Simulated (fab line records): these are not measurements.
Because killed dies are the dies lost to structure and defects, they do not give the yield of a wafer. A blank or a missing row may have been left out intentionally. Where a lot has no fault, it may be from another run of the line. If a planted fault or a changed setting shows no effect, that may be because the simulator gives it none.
Code-filled problem report in 8D (eight disciplines) form	flow gf180mcu	the parts of the form that need people (team, actions taken, sign-off) are left out

1. WHAT WENT WRONG
V5_CVD_02_THK at GF_V5_THK_MEAS_03 reads a mean of 1586 nm on 2 wafers of 1 lot; wafers without a fault read 1448 nm with a standard deviation of 17. Measured from the usual mean, that is +8.1 standard deviations.
First seen on wafer L222.2, day 29 22:04, on film metro-01. The record holds 39 wafers of 13 lots with a number at this step. The rule behind "out" and "out of limits": a value lying over 4 standard deviations away from the usual mean. The other wafers with a number count as sound.

2. WHAT IT IS; WHAT IT IS NOT
question	is	is not
which readings at this step	V5_CVD_02_THK	-
which lots	L222	L213, L214, L215, L216, L217, L218, L219, L220, L221, L232, L233, L234
which wafers of those lots	L222.2, L222.5	L222.3
read on which gauges	film metro-01	film metro-03, film metro-04
when	from day 29 22:04	up to then (28 sound wafers); but 9 sound wafers of L232, L233, L234 came after

3. SUSPECTS, AND WHAT RULES EACH OUT
Counting: a tool at a process step up to the reading stays a suspect if it ran every lot that is out. Sound lots after the first of them don't rule it out here, since some wafers of a struck lot are sound.
- the gauge at GF_V5_THK_MEAS_03: kept. All the wafers that are out were read on film metro-01, and no step on other tools shows them out.
- pvd sputter-04 at GF_MIM_SPUTTER_09 (material TiN, target thk 35 nm, time 29.2 s): kept. L222, the lot that is out, went through it at day 28 05:01; up to then, the latest sound lot through it was L219 at day 27 09:18.
- pecvd-04 at GF_V5_CVD_02 (deposits SiO2 from TEOS, target thk 1450 nm, time 163.28 s): kept. L222, the lot that is out, went through it at day 29 21:56; up to then, the latest sound lot through it was L221 at day 29 14:09.
- The sound lot-mates ran in chamber 2 of pecvd-04 at GF_V5_CVD_02, but the wafers that are out ran in chamber 1.
Left after counting: pvd sputter-04 at GF_MIM_SPUTTER_09, pecvd-04 at GF_V5_CVD_02, film metro-01 at GF_V5_THK_MEAS_03.

4. THE CAUSE (what the simulator had put in)
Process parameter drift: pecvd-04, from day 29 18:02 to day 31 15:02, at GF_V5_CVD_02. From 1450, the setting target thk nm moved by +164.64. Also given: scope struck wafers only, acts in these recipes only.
Counting leaves 3 suspects; this tool is one of them.

5. THE CHAIN OF EFFECTS, in route order
Each row: a reading whose mean over the struck wafers that have a number lies more than 3 standard deviations from the usual. Only readings whose record carries a usual standard deviation are examined. hours: median over the lots of the time between each lot's start at the first step of this table that gives one and its start at this step. sigmas: the change, counted in usual standard deviations.
hours	step	reading	usual	on struck wafers	change	sigmas
0	GF_V5_THK_MEAS_03	V5_CVD_02_THK	1448 nm	1586	+138	+8.1
Later measuring or inspecting steps at which every struck wafer that the step has a row for has a number for every such reading, and none has moved that far: GF_V5_OVL_MEAS_15.

6. WHAT WOULD HAVE CAUGHT IT SOONER
Counted from the fault's start at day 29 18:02, it took 4 hours until the first out-of-limits reading at a measuring or inspecting step in this record, taken at day 29 22:04.
An alarm limit of 4 standard deviations would not have fired on the tool readings at GF_V5_CVD_02 for which the record gives a usual standard deviation, since none of them was out on any struck wafer.
By day 29 22:04, every lot that is out (1) had started GF_V5_CVD_02 on pecvd-04. Holding the tool at that point would not have protected any of them.
